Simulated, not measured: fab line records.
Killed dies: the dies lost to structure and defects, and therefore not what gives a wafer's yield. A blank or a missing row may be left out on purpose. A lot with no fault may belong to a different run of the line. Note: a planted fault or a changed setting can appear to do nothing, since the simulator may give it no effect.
Comparing a struck lot with a sound one :: flow sky130 :: 42 steps out of a route of 708
Sound: wafers L120.3, L120.5, L120.6. Wafers L133.1, L133.2, L133.3 were the ones struck. The cause is given at the end.
At each step with rows: each side's tool, then ch and its chambers, then its first start. Under that, the readings that differ: sound wafers :: struck wafers :: difference of the means :: sigmas: that difference in standard deviations of wafers without a fault.
alike: same words and numbers on both sides, and readings whose means sit less than 2 such deviations apart. not compared: any withheld reading, any reading some wafer has no value for, any bound like >300 that may hide the same value, and any number with overlapping values for which the record gives no deviation.
A row with sigmas, a row that says differs or no value, or rows on one side alone: a step with any of these is where the two part. Numbers that have no deviation but don't overlap get no sigmas and don't part them. A reading that every wafer of one side lacks parts them only if that side has two wafers or more.

first, 1 step without rows for these wafers: SKY_RES_XHIGH_IMPLANT_07.
SKY_RES_XHIGH_STRIP_08: strips in O2/N2.
  sound on plasma_asher-02 ch 0,1, day 28 15:49; struck on plasma_asher-01 ch 0,1, day 32 13:46
reading: drypump_motor_current_A (A)
sound: 6.1 5.7 6.1
struck: 5.1 5.1 5.1
difference: -0.9
sigmas: -2
  alike: o2_flow_sccm, oes_product_au, strip_time_to_endpoint_s
  not compared: rf_hours_counter_h
SKY_RES_XHIGH_TW_MEAS_09:
  struck on film_metro-03, day 32 13:52; sound on film_metro-02, day 28 15:55
  alike: RES_XHIGH_TW
then, 7 steps without rows for these wafers: SKY_SD_N_DEHYDRATE_00 (time 60 s); SKY_SD_N_HMDS_01 (prime time 60 s); SKY_SD_N_COAT_02 (resist thk 1140 nm); SKY_SD_N_SOFTBAKE_03 (time 60 s); SKY_SD_N_EXPOSE_04 (exposes mask NSDM, target cd 380 nm); SKY_SD_N_PEB_05; SKY_SD_N_DEVELOP_06 (develop time 60 s).
SKY_SD_N_CD_MEAS_07: target cd 380 nm.
  struck on cd_sem-01, day 33 15:37; sound on cd_sem-01, day 29 19:20
  alike: cd_nm
SKY_SD_N_OVL_MEAS_08:
  struck on overlay-01, day 33 15:44; sound on overlay-01, day 29 19:25
  alike: SD_N_OVL
SKY_SD_N_IMPLANT_09:
  sound on implanter-04 ch 0, day 29 19:29; struck on implanter-04 ch 0, day 33 15:46
next, for these wafers, 1 step has no rows: SKY_SD_N_IMPLANT_10.
SKY_SD_N_STRIP_11: strips in O2/N2.
  sound on plasma_asher-02 ch 0,1, day 29 19:47; struck on plasma_asher-02 ch 0,1, day 33 16:04
reading: o2_flow_sccm (sccm)
sound: 2996 3004 3019
struck: 2978 2993 2990
difference: -19
sigmas: -2
  alike: drypump_motor_current_A, oes_product_au, strip_time_to_endpoint_s
  not compared: rf_hours_counter_h
SKY_SD_N_TW_MEAS_12:
  struck on film_metro-03, day 33 16:10; sound on film_metro-03, day 29 19:52
  alike: SD_N_TW
then, 1 step without rows for these wafers: SKY_SD_N_CLEAN_13 (cleans in SC1/SC2, time 150 s).
SKY_SD_N_RTA_14: time 2 s.
  sound on rtp_anneal-02 ch 0, day 29 19:58; struck on rtp_anneal-01 ch 0, day 33 16:17
  alike: lamp_power_pct, wafer_temp_C_max
SKY_SD_N_RS_MEAS_16: measurement is done with a four-point probe.
  struck on film_metro-02, day 33 16:27; sound on film_metro-01, day 29 20:14
  alike: SD_N_RS
SKY_SD_N_RS_MEAS_17: measurement is done with a four-point probe.
  struck on film_metro-02, day 33 16:34; sound on film_metro-01, day 29 20:21
  alike: SD_P_RS
SKY_SD_N_RS_MEAS_18: measurement is done with a four-point probe.
  struck on film_metro-02, day 33 16:41; sound on film_metro-01, day 29 20:28
  alike: RES_XHIGH_RS
then, 2 steps without rows for these wafers: SKY_SALICIDE_CLEAN_00 (cleans in HF-last, time 30 s); SKY_LI_CONTACT_HDPCVD_00 (deposits PSG, target thk 930 nm, time 155 s).
SKY_LI_CONTACT_THK_MEAS_01:
  struck on film_metro-03, day 33 16:56; sound on film_metro-03, day 29 20:41
  alike: LI_CONTACT_HDPCVD_THK
SKY_LI_CONTACT_CMP_02: polishes PSG.
  sound on cmp-01 ch 0,3, day 29 20:51; struck on cmp-01 ch 0,2,3, day 33 16:59
  alike: motor_current_A, retaining_ring_pressure_frac, time_to_endpoint_s
SKY_LI_CONTACT_BOW_MEAS_03:
  struck on film_metro-02, day 33 17:17; sound on film_metro-01, day 29 21:08
  alike: LI_CONTACT_BOW
then, 8 steps without rows for these wafers: SKY_LI_CONTACT_DEHYDRATE_04 (time 60 s); SKY_LI_CONTACT_HMDS_05 (prime time 60 s); SKY_LI_CONTACT_COAT_06 (resist thk 60 nm); SKY_LI_CONTACT_COAT_07 (resist thk 450 nm); SKY_LI_CONTACT_SOFTBAKE_08 (time 90 s); SKY_LI_CONTACT_EXPOSE_09 (exposes mask LICM1, target cd 170 nm); SKY_LI_CONTACT_PEB_10; SKY_LI_CONTACT_DEVELOP_11 (develop time 60 s).
SKY_LI_CONTACT_CD_MEAS_12: target cd 170 nm.
  struck on cd_sem-02, day 34 20:54; sound on cd_sem-01, day 31 01:02
  alike: cd_nm
SKY_LI_CONTACT_OVL_MEAS_13:
  struck on overlay-01, day 34 21:01; sound on overlay-01, day 31 01:07
  alike: LI_CONTACT_OVL
then, 2 steps without rows for these wafers: SKY_LI_CONTACT_ETCH_14 (etches BARC in N2/H2, stops on SiO2, time 45.9 s, target depth 60 nm); SKY_LI_CONTACT_ETCH_15 (etches PSG in C4F8/O2/Ar, stops on Si, target depth 600 nm).
SKY_LI_CONTACT_STRIP_16: strips in O2/N2.
  sound on plasma_asher-01 ch 0,1, day 31 01:18; struck on plasma_asher-02 ch 0,1, day 34 21:15
  alike: drypump_motor_current_A, o2_flow_sccm, oes_product_au, strip_time_to_endpoint_s
  not compared: rf_hours_counter_h
then, 2 steps without rows for these wafers: SKY_LI_CONTACT_CLEAN_17 (cleans in NMP, time 600 s); SKY_LI_CONTACT_PRE_CLEAN_18 (time 5.6 s).
-- record jumps: 15 days separate the struck wafers' starts on either side; left off in module LI_CONTACT, taken up again in module PAD_OPEN, whose first shown step is the route's number 708 --
SKY_PAD_OPEN_PROBE_99:
  struck on prober-01, day 49 23:08; sound on prober-02, day 47 07:10
reading: model.etest.nfet_16v.r_on_ohm_um
sound: 1.376e+04 1.376e+04 1.39e+04
struck: 1.456e+04 1.462e+04 1.434e+04
difference: +7.000e+02
sigmas: 

reading: model.etest.nfet_g5v0d10v5.r_on_ohm_um
sound: 1897 1889 1899
struck: 2009 2006 1969
difference: +100
sigmas: 

reading: model.etest.nfet_01v8.r_on_ohm_um
sound: 803.5 819.6 814.3
struck: 867.3 867.9 857.8
difference: +51.9
sigmas: 

reading: model.etest.sonos_uncharged.r_on_ohm_um
sound: 790 784.5 782.7
struck: 841.4 838.9 844.4
difference: +55.8
sigmas: 

reading: model.etest.nfet_16v.drive_ua_um
sound: 225.4 222.7 222.8
struck: 215.8 211.7 218.3
difference: -8.4
sigmas: 

reading: model.etest.res_ndiff.rs_ohm_sq_rim_less_centre
sound: -0.7243 -0.4003 -1.446
struck: -2.706 -1.521 -2.364
difference: -1.340
sigmas: 
  alike: killed_at_M0_to_M3, killed_at_M4_up, killed_at_contacts, killed_at_front_end, killed_at_other, killed_dies, killed_open, killed_short
  not compared: model.etest.nfet_05v0_nvt.drive_ua_um, model.etest.nfet_g5v0d10v5.drive_ua_um

WHERE THEY PART
First at SKY_RES_XHIGH_STRIP_08; last, within this record, at SKY_SD_N_STRIP_11. Later steps at which nothing parts them and some readings are alike: SKY_SD_N_TW_MEAS_12, SKY_SD_N_RTA_14, SKY_SD_N_RS_MEAS_16, SKY_SD_N_RS_MEAS_17, SKY_SD_N_RS_MEAS_18, SKY_LI_CONTACT_THK_MEAS_01, SKY_LI_CONTACT_CMP_02, SKY_LI_CONTACT_BOW_MEAS_03, SKY_LI_CONTACT_CD_MEAS_12, SKY_LI_CONTACT_OVL_MEAS_13, SKY_LI_CONTACT_STRIP_16, SKY_PAD_OPEN_PROBE_99.

WHY: what had been put in by the simulator
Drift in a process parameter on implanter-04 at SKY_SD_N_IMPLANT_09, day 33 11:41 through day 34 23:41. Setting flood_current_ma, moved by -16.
